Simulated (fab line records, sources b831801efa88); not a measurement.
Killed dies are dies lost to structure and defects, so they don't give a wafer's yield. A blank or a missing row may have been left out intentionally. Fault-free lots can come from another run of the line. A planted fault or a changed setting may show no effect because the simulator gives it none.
Code-filled problem report in 8D (eight disciplines) form -- flow gf180mcu -- the parts of the form that need people (team, actions taken, sign-off) are left out

1. PROBLEM STATEMENT
chamber-pressure-mTorr at GF_M1_STRIP_17 reads a mean of 1200.5 mTorr on 6 wafers of 3 lots; wafers without a fault read 1500.1 mTorr with a standard deviation of 1.3. That is -99 or more standard deviations from the usual mean.
The step: strips in O2/N2.
Earliest sighting: wafer L287.1 on plasma-asher-04 at day 19 02:04. The record has a number at this step for 18 wafers belonging to 7 lots. Rule for "out", or "out of limits": more than 4 standard deviations from the usual mean. Any other wafer with a number is counted as sound.

2. WHAT IT IS AND WHAT IT IS NOT
question,is,is not
which readings at this step,"chamber-pressure-mTorr, strip-time-to-endpoint-s","drypump-motor-current-A, heater-power-w, oes-product-au"
which lots,"L287, L291, L292","L285, L286, L294, L304"
which wafers of those lots,all that have a number,-
read on which tools,plasma-asher-04,"plasma-asher-01, plasma-asher-03"
when,from day 19 02:04,"up to then (6 sound wafers); but 6 sound wafers of L294, L304 came after"

3. THE SUSPECTS, EACH WITH WHAT RULES IT OUT
Counting: a tool at any process step up to the reading remains a suspect when it ran all the lots that are out and ran no sound lot after the first of those.
- plasma-asher-04 at GF_M1_STRIP_17 (strips in O2/N2): kept. It ran every lot that is out, first L287 (day 19 02:04), and no sound lot after that; its last sound lot up to then is L285 (day 18 02:27). Its own chamber-pressure-mTorr, strip-time-to-endpoint-s readings are out on those wafers.
Remaining after the count: plasma-asher-04 at GF_M1_STRIP_17.

4. THE CAUSE (what the simulator had put in)
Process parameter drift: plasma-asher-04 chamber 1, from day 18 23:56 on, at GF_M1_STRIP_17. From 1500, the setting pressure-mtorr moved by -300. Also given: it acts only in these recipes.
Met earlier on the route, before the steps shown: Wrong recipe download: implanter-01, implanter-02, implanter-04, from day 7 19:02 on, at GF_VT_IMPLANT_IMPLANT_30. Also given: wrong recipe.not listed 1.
The count eliminated every tool but this one.

5. THE CHAIN OF EFFECTS, in route order
Rows list readings where the struck wafers' mean (over those with a number) sits beyond 3 standard deviations from the usual. Only readings whose record carries a usual standard deviation are examined. hours: median over the lots of the time between each lot's start at the first step of this table that gives one and its start at this step. sigmas: the change, counted in usual standard deviations.
hours,step,reading,usual,on struck wafers,change,sigmas
0,GF_M1_STRIP_17,chamber-pressure-mTorr,1500.1 mTorr,1200.5,-299.6,-99 or more
0,GF_M1_STRIP_17,strip-time-to-endpoint-s,7.87 s,8.41,+0.54,+11
Its process steps:
- GF_M1_STRIP_17: strips in O2/N2.

6. WHAT WOULD HAVE CAUGHT IT SOONER
In this record no reading fell out of limits until day 19 02:04, 2 hours after the fault had begun at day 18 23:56.
